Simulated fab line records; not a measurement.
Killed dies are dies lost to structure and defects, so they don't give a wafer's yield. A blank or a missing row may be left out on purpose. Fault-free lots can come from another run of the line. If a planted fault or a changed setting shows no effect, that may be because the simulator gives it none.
fab line records ; flow sky130
record lots=11; wafers=33; lastDay=50
route steps=708 shown SD_N@350 LI_CONTACT@377 LOCAL_INTERCONNECT@402 PAD_OPEN@708
lots with no fault: from the same line, run without faults
startH: hours from the record's opening day to when the first of the lot's shown wafers began ; waitH: time in hours since the lot's previous step ; " as in the row above ; L1.1+2: a row that stands for several wafers ; - either no value or no given start ; * or withheld: withheld ; < > ~ a bound
route shown NAME@n: a module of which the file shows steps, and the number in the route of the first ; usual: the fault-free wafers' mean and standard deviation ; same: alike in all rows ; chamber/n: place in a boat ; sites: the reading at each site ; _std_site: standard deviation across them ; _edge_site: inner sites' mean taken away from outer sites' mean ; radiusMm: how far each site lies from the wafer's centre ; mask NAME#n: copy n ; behind: tool/chamber where the wafer was last shaped ; hold: the reason the lot was held/the length of the hold in hours/how it ended ; device: names the non-switching transistor (n, p or np) ; end of line: tests of these same wafers at the route's end ; a step given without rows: its recipe and nothing more ; killed: not the wafer's yield, but the dies lost to structure and defects at the first sort ; map: a wafer's dies, marking killed ones x, the rest . and places with no die _
set.NAME: setting as actually run; set.NAME@STEP: the setting as run at that earlier step ; model.NAME: the simulator's own value behind a step, which no gauge read
a sample of lots followed through the steps of the route, with each step as a table and each wafer as a row
services: when a tool's chamber went out of use (startH, in hours from the record's first day, below 0 if earlier), for how many hours, and the reason
## steps
# step SKY_SD_N_OVL_MEAS_08
# usual SD_N_OVL=0.2/1.6
lot.wafer;tool;chamber;startH;waitH;SD_N_OVL[nm]
L202.1;overlay-02;-;641.21;0.1;1.8
L202.2;overlay-02;-;641.21;0.1;0.9
L202.5;overlay-02;-;641.21;0.1;1.3
L211.1;overlay-02;-;714.42;0.1;1.6
L211.5;overlay-02;-;714.42;0.1;-1.2
L211.6;overlay-02;-;714.42;0.1;0.4
L213.1;overlay-01;-;738.71;0.1;-1.2
L213.3;overlay-01;-;738.71;0.1;-2.8
L213.4;overlay-01;-;738.71;0.1;-3.8
L214.1;overlay-01;-;743.56;0.1;-2.0
L214.2;overlay-01;-;743.56;0.1;-2.3
L214.6;overlay-01;-;743.56;0.1;0.8
L215.1;overlay-01;-;760.41;0.1;1.8
L215.2;overlay-01;-;760.41;0.1;3.1
L215.4;overlay-01;-;760.41;0.1;2.3
L220.2;overlay-01;-;798.52;0.1;-1.3
L220.5;overlay-01;-;798.52;0.1;-0.2
L220.6;overlay-01;-;798.52;0.1;-0.2
L219.2;overlay-02;-;802.39;0.1;-1.2
L219.4;overlay-02;-;802.39;0.1;0.1
L219.5;overlay-02;-;802.39;0.1;-0.8
L221.2;overlay-01;-;803.29;0.1;0.7
L221.3;overlay-01;-;803.29;0.1;0.6
L221.5;overlay-01;-;803.29;0.1;1.9
L222.2;overlay-01;-;805.32;0.1;1.7
L222.3;overlay-01;-;805.32;0.1;0.1
L222.5;overlay-01;-;805.32;0.1;0.6
L223.1;overlay-02;-;816.13;0.1;0.2
L223.2;overlay-02;-;816.13;0.1;2.1
L223.3;overlay-02;-;816.13;0.1;0.5
L225.1;overlay-01;-;823.73;0.1;-1.5
L225.2;overlay-01;-;823.73;0.1;1.8
L225.4;overlay-01;-;823.73;0.1;0.2
# step SKY_LI_CONTACT_ETCH_15
# recipe target=PSG; chemistry=C4F8/O2/Ar; stopOn=Si; taperDeg=4.15; maskMaterial=KrF-thick; sourceW=1500; biasW=1200; pressureMtorr=40; c4f8FlowSccm=withheld; O2_flow_sccm=6; Ar_flow_sccm=300; timeS=withheld; targetDepthA=6000
# usual oesProductAu=0.836/0.0047
lot.wafer;tool;chamber;startH;waitH;oesProductAu
L202.1;rieDiel-03;0;671.78;0.0;0.826
L202.2;rieDiel-03;1;671.78;0.0;0.837
L202.5;rieDiel-03;0;671.78;0.0;0.834
L211.1;rieDiel-01;0;743.84;0.0;0.836
L211.5;rieDiel-01;1;743.84;0.0;0.838
L211.6;rieDiel-01;0;743.84;0.0;0.835
L213.1;rieDiel-01;1;767.43;0.0;0.840
L213.3;rieDiel-01;3;767.43;0.0;0.835
L213.4;rieDiel-01;2;767.43;0.0;0.837
L214.1;rieDiel-03;2;772.98;0.0;0.837
L214.2;rieDiel-03;3;772.98;0.0;0.834
L214.6;rieDiel-03;3;772.98;0.0;0.828
L215.1;rieDiel-01;2;789.24;0.0;0.833
L215.2;rieDiel-01;1;789.24;0.0;0.838
L215.4;rieDiel-01;3;789.24;0.0;0.825
L220.2;rieDiel-01;3;826.99;0.0;0.839
L220.5;rieDiel-01;3;826.99;0.0;0.832
L220.6;rieDiel-01;1;826.99;0.0;0.838
L219.2;rieDiel-01;1;830.53;0.0;0.836
L219.4;rieDiel-01;1;830.53;0.0;0.842
L219.5;rieDiel-01;0;830.53;0.0;0.842
L221.2;rieDiel-01;1;832.19;0.0;0.827
L221.3;rieDiel-01;0;832.19;0.0;0.839
L221.5;rieDiel-01;1;832.19;0.0;0.831
L222.2;rieDiel-04;2;833.93;0.0;0.827
L222.3;rieDiel-04;0;833.93;0.0;0.831
L222.5;rieDiel-04;1;833.93;0.0;0.833
L223.1;rieDiel-01;0;844.08;0.0;0.836
L223.2;rieDiel-01;1;844.08;0.0;0.835
L223.3;rieDiel-01;3;844.08;0.0;0.833
L225.1;rieDiel-01;1;852.29;0.0;0.832
L225.2;rieDiel-01;3;852.29;0.0;0.833
L225.4;rieDiel-01;1;852.29;0.0;0.835
# step SKY_LI_CONTACT_CVD_21
# recipe material=W; targetThkNm=400; timeS=120.56; tempC=400; pressureTorr=40
# usual heaterPowerW=880/39; susceptorTempC=399.98/0.26
lot.wafer;tool;chamber;startH;waitH;heaterPowerW;susceptorTempC
L202.1;cvdW-01;1;672.30;0.0;891;399.92
L202.2;cvdW-01;0;672.30;0.0;900;400.36
L202.5;cvdW-01;1;672.30;0.0;891;400.17
L211.1;cvdW-02;1;744.36;0.0;916;399.91
L211.5;cvdW-02;1;744.36;0.0;928;400.23
L211.6;cvdW-02;0;744.36;0.0;788;395.01
L213.1;cvdW-01;0;767.95;0.0;916;400.30
L213.3;cvdW-01;1;767.95;0.0;870;400.03
L213.4;cvdW-01;0;767.95;0.0;913;400.05
L214.1;cvdW-02;0;773.50;0.0;780;394.29
L214.2;cvdW-02;1;773.50;0.0;913;400.10
L214.6;cvdW-02;1;773.50;0.0;905;399.50
L215.1;cvdW-01;1;789.94;0.0;891;399.94
L215.2;cvdW-01;0;789.94;0.0;889;399.99
L215.4;cvdW-01;1;789.94;0.0;876;399.76
L220.2;cvdW-02;0;827.52;0.0;812;399.96
L220.5;cvdW-02;0;827.52;0.0;812;400.28
L220.6;cvdW-02;1;827.52;0.0;889;399.85
L219.2;cvdW-02;1;831.07;0.0;895;400.03
L219.4;cvdW-02;1;831.07;0.0;909;400.04
L219.5;cvdW-02;0;831.07;0.0;827;399.86
L221.2;cvdW-01;0;832.75;0.1;908;399.93
L221.3;cvdW-01;0;832.75;0.1;921;399.91
L221.5;cvdW-01;0;832.75;0.1;917;400.38
L222.2;cvdW-02;0;834.45;0.0;807;399.71
L222.3;cvdW-02;0;834.45;0.0;820;399.80
L222.5;cvdW-02;1;834.45;0.0;906;400.12
L223.1;cvdW-01;0;844.60;0.0;910;399.76
L223.2;cvdW-01;1;844.60;0.0;886;399.84
L223.3;cvdW-01;0;844.60;0.0;918;400.19
L225.1;cvdW-01;1;852.82;0.0;906;400.15
L225.2;cvdW-01;0;852.82;0.0;920;400.29
L225.4;cvdW-01;0;852.82;0.0;898;400.26
# step SKY_LI_CONTACT_RS_MEAS_22
# recipe thkMeasGauge=four-point-probe; reads=W_of_LI_CONTACT_CVD_21+TiN_of_LI_CONTACT_SPUTTER_20+Ti_of_LI_CONTACT_SPUTTER_19
# usual LI_CONTACT_W_RS=0.285/0.004
lot.wafer;tool;chamber;startH;waitH;LI_CONTACT_W_RS[ohm/sq]
L202.1;filmMetro-02;-;672.42;0.1;0.283
L202.2;filmMetro-02;-;672.42;0.1;0.287
L202.5;filmMetro-02;-;672.42;0.1;0.288
L211.1;filmMetro-01;-;744.49;0.1;0.278
L211.5;filmMetro-01;-;744.49;0.1;0.280
L211.6;filmMetro-01;-;744.49;0.1;0.313
L213.1;filmMetro-04;-;768.08;0.1;0.286
L213.3;filmMetro-04;-;768.08;0.1;0.284
L213.4;filmMetro-04;-;768.08;0.1;0.284
L214.1;filmMetro-04;-;773.63;0.1;0.322
L214.2;filmMetro-04;-;773.63;0.1;0.282
L214.6;filmMetro-04;-;773.63;0.1;0.281
L215.1;filmMetro-02;-;790.06;0.1;0.281
L215.2;filmMetro-02;-;790.06;0.1;0.284
L215.4;filmMetro-02;-;790.06;0.1;0.285
L220.2;filmMetro-04;-;827.66;0.1;0.286
L220.5;filmMetro-04;-;827.66;0.1;0.288
L220.6;filmMetro-04;-;827.66;0.1;0.280
L219.2;filmMetro-01;-;831.21;0.1;0.280
L219.4;filmMetro-01;-;831.21;0.1;0.279
L219.5;filmMetro-01;-;831.21;0.1;0.287
L221.2;filmMetro-01;-;832.98;0.2;0.286
L221.3;filmMetro-01;-;832.98;0.2;0.287
L221.5;filmMetro-01;-;832.98;0.2;0.289
L222.2;filmMetro-04;-;834.59;0.1;0.288
L222.3;filmMetro-04;-;834.59;0.1;0.288
L222.5;filmMetro-04;-;834.59;0.1;0.278
L223.1;filmMetro-01;-;844.72;0.1;0.289
L223.2;filmMetro-01;-;844.72;0.1;0.285
L223.3;filmMetro-01;-;844.72;0.1;0.287
L225.1;filmMetro-02;-;852.95;0.1;0.279
L225.2;filmMetro-02;-;852.95;0.1;0.283
L225.4;filmMetro-02;-;852.95;0.1;0.283
# step SKY_LI_CONTACT_THK_MEAS_23
# recipe thkMeasGauge=xrf; reads=W_of_LI_CONTACT_CVD_21
# usual LI_CONTACT_W_THK=395/7.2
lot.wafer;tool;chamber;startH;waitH;LI_CONTACT_W_THK[nm]
L202.1;filmMetro-02;-;672.54;0.1;401
L202.2;filmMetro-02;-;672.54;0.1;393
L202.5;filmMetro-02;-;672.54;0.1;397
L211.1;filmMetro-01;-;744.61;0.1;396
L211.5;filmMetro-01;-;744.61;0.1;388
L211.6;filmMetro-01;-;744.61;0.1;349
L213.1;filmMetro-04;-;768.20;0.1;394
L213.3;filmMetro-04;-;768.20;0.1;398
L213.4;filmMetro-04;-;768.20;0.1;394
L214.1;filmMetro-04;-;773.75;0.1;351
L214.2;filmMetro-04;-;773.75;0.1;401
L214.6;filmMetro-04;-;773.75;0.1;400
L215.1;filmMetro-02;-;790.18;0.1;401
L215.2;filmMetro-02;-;790.18;0.1;401
L215.4;filmMetro-02;-;790.18;0.1;401
L220.2;filmMetro-04;-;827.77;0.1;396
L220.5;filmMetro-04;-;827.77;0.1;395
L220.6;filmMetro-04;-;827.77;0.1;406
L219.2;filmMetro-01;-;831.32;0.1;393
L219.4;filmMetro-01;-;831.32;0.1;394
L219.5;filmMetro-01;-;831.32;0.1;385
L221.2;filmMetro-01;-;833.09;0.1;386
L221.3;filmMetro-01;-;833.09;0.1;383
L221.5;filmMetro-01;-;833.09;0.1;380
L222.2;filmMetro-04;-;834.70;0.1;395
L222.3;filmMetro-04;-;834.70;0.1;394
L222.5;filmMetro-04;-;834.70;0.1;409
L223.1;filmMetro-01;-;844.84;0.1;389
L223.2;filmMetro-01;-;844.84;0.1;391
L223.3;filmMetro-01;-;844.84;0.1;387
L225.1;filmMetro-02;-;853.07;0.1;405
L225.2;filmMetro-02;-;853.07;0.1;399
L225.4;filmMetro-02;-;853.07;0.1;399
# step SKY_LOCAL_INTERCONNECT_STRIP_15
# recipe chemistry=O2/N2; powerW=1400; pressureMtorr=1500; platenTempC=withheld; o2FlowSccm=3000; n2FlowSccm=300; overashFraction=0.5
# usual drypumpMotorCurrentA=5.55/0.24; oesProductAu=0.427/0.0047; stripTimeToEndpointS=4.722/0.02
lot.wafer;tool;chamber;startH;waitH;drypumpMotorCurrentA;oesProductAu;rfHoursCounterH;stripTimeToEndpointS
L202.1;plasmaAsher-04;1;701.06;0.0;5.72;0.431;101;4.726
L202.2;plasmaAsher-04;0;701.06;0.0;5.15;0.433;101;4.690
L202.5;plasmaAsher-04;0;701.06;0.0;5.15;0.424;-;4.732
L211.1;plasmaAsher-04;0;772.35;0.0;5.09;0.415;3;4.720
L211.5;plasmaAsher-04;1;772.35;0.0;5.71;0.418;-;4.722
L211.6;plasmaAsher-04;0;772.35;0.0;5.09;0.421;-;4.724
L213.1;plasmaAsher-02;0;795.69;0.0;5.71;0.431;98;4.756
L213.3;plasmaAsher-02;1;795.69;0.0;5.44;0.427;-;4.758
L213.4;plasmaAsher-02;0;795.69;0.0;5.69;0.426;-;4.734
L214.1;plasmaAsher-01;1;801.01;0.0;5.53;0.432;67;4.760
L214.2;plasmaAsher-01;0;801.01;0.0;5.82;0.428;67;4.749
L214.6;plasmaAsher-01;1;801.01;0.0;5.54;0.433;-;4.752
L215.1;plasmaAsher-01;1;817.77;0.1;5.53;0.424;69;4.748
L215.2;plasmaAsher-01;0;817.77;0.1;5.83;0.428;69;4.738
L215.4;plasmaAsher-01;0;817.77;0.1;5.82;0.429;-;4.740
L220.2;plasmaAsher-01;1;853.95;0.0;5.53;0.429;73;4.727
L220.5;plasmaAsher-01;1;853.95;0.0;5.52;0.428;-;4.723
L220.6;plasmaAsher-01;0;853.95;0.0;5.81;0.424;-;4.727
L219.2;plasmaAsher-02;1;858.72;0.1;5.46;0.430;105;4.692
L219.4;plasmaAsher-02;1;858.72;0.1;5.44;0.426;-;4.717
L219.5;plasmaAsher-02;1;858.72;0.1;5.47;0.423;-;4.706
L221.2;plasmaAsher-01;1;859.74;0.1;5.51;0.425;73;4.720
L221.3;plasmaAsher-01;0;859.74;0.1;5.81;0.416;-;4.736
L221.5;plasmaAsher-01;0;859.74;0.1;5.81;0.422;-;4.711
L222.2;plasmaAsher-01;1;861.30;0.0;5.52;0.437;74;4.724
L222.3;plasmaAsher-01;1;861.30;0.0;5.52;0.433;-;4.730
L222.5;plasmaAsher-01;0;861.30;0.0;5.84;0.424;-;4.741
L223.1;plasmaAsher-01;0;871.10;0.0;5.83;0.427;75;4.751
L223.2;plasmaAsher-01;1;871.10;0.0;5.52;0.433;75;4.736
L223.3;plasmaAsher-01;1;871.10;0.0;5.53;0.433;-;4.753
L225.1;plasmaAsher-04;0;879.92;0.0;5.13;0.428;13;4.692
L225.2;plasmaAsher-04;1;879.92;0.0;5.71;0.420;13;4.708
L225.4;plasmaAsher-04;0;879.92;0.0;5.12;0.433;-;4.704
# step SKY_PAD_OPEN_PROBE_99
# usual killed_at_M0_to_M3=44/6.9; killed_at_M4_up=3.3/1.8; killedAtContacts=24/5; killedAtFrontEnd=16/4.6; killedAtOther=0.2/0.42; killedDies=88/9.2; killedOnRim=17/3.5; killedOpen=48/7.3; killedShort=40/6.5
# same grossDies=492; killedAtBackSide=0
lot.wafer;tool;chamber;startH;waitH;killed_at_M0_to_M3;killed_at_M4_up;killedAtContacts;killedAtFrontEnd;killedAtOther;killedDies;killedOnRim;killedOpen;killedShort
L215.1;prober-02;-;1157.27;0.1;43;1;25;15;0;84;15;50;34
L215.2;prober-02;-;1157.32;0.1;37;3;29;12;0;81;19;40;41
L215.4;prober-02;-;1157.42;0.2;47;4;34;13;0;98;14;49;49
# killed by level:class
L215.1 CONTACT:geometricParticle:open=11 VIA2:geometricParticle:open=7 LI_CONTACT:geometricParticle:open=6 POLY_GATE:geometricParticle:open=5 VIA1:geometricParticle:short=5 VIA1:geometricParticle:open=5 METAL2:geometricParticle:short=5 VIA3:geometricParticle:open=5
L215.2 VIA1:geometricParticle:open=10 LOCAL_INTERCONNECT:geometricParticle:short=9 CONTACT:geometricParticle:short=7 CONTACT:geometricParticle:open=7 METAL1:geometricParticle:short=6 VIA3:geometricParticle:open=6 POLY_GATE:geometricParticle:short=4 LI_CONTACT:geometricParticle:open=4
L215.4 VIA1:geometricParticle:open=14 LI_CONTACT:geometricParticle:open=9 CONTACT:geometricParticle:short=9 VIA3:geometricParticle:open=8 CONTACT:geometricParticle:open=8 METAL1:geometricParticle:short=5 LOCAL_INTERCONNECT:geometricParticle:short=5 METAL2:geometricParticle:short=5
## services
tool;chamber;startH;hours;kind
plasmaAsher-01;-;671.51;0.3;repair
rieDiel-01;-;682.59;1.8;repair
rieDiel-04;2;686.13;2.0;repair
cvdW-02;-;687.51;2.8;pm
plasmaAsher-04;-;733.75;9.0;pm
plasmaAsher-04;0;733.75;9.0;ventCycle
plasmaAsher-04;1;733.75;9.0;ventCycle
cvdW-01;-;735.42;2.8;pm
plasmaAsher-04;0;742.75;-;clean
plasmaAsher-04;1;742.75;-;clean
cvdW-01;-;746.37;1.7;repair
rieDiel-04;2;754.90;6.5;repair
plasmaAsher-02;-;757.50;0.7;repair
cvdW-01;-;780.59;0.9;repair
rieDiel-04;0;785.82;-;clean
rieDiel-04;0;785.82;22.2;scheduledDown
rieDiel-04;0;785.82;22.2;ventCycle
plasmaAsher-02;-;804.33;2.8;pm
rieDiel-03;-;806.87;0.6;repair
rieDiel-04;-;807.14;4.0;pm
rieDiel-03;3;811.05;7.2;repair
rieDiel-01;2;822.98;55.5;repair
cvdW-01;1;828.44;9.1;repair
plasmaAsher-04;-;850.34;1.8;repair
## key
firstSign step=SKY_LI_CONTACT_CVD_21; reading=susceptorTempC; direction=down; sigmas=21; usual=*; struck=*
effect step=SKY_LI_CONTACT_RS_MEAS_22; reading=LI_CONTACT_W_RS; direction=up; sigmas=8.3; usual=0.285; struck=0.318
effect step=SKY_LI_CONTACT_THK_MEAS_23; reading=LI_CONTACT_W_THK; direction=down; sigmas=6.2; usual=395; struck=350
metAt SKY_LI_CONTACT_CVD_21
struckLots L211,L214
struckWafers L211.6,L214.1
testerLeftOut L211,L214
notActingAt SKY_SD_N_OVL_MEAS_08,SKY_LI_CONTACT_ETCH_15,SKY_LOCAL_INTERCONNECT_STRIP_15
fault kind=processParameterDrift; tool=cvdW-02; chamber=0; onsetH=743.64; steps=SKY_LI_CONTACT_CVD_21; channel=tempC; offset=*; shape=step; endH=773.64; actsIn=*; stated=*
# testerLeftOut: of these lots the tester's yield and bins aren't shown, on N5 and GAA mostly nor the transistor test; their killed dies are dies lost to structure and defects alone, not to doping, threshold or leakage, so they don't give the yield
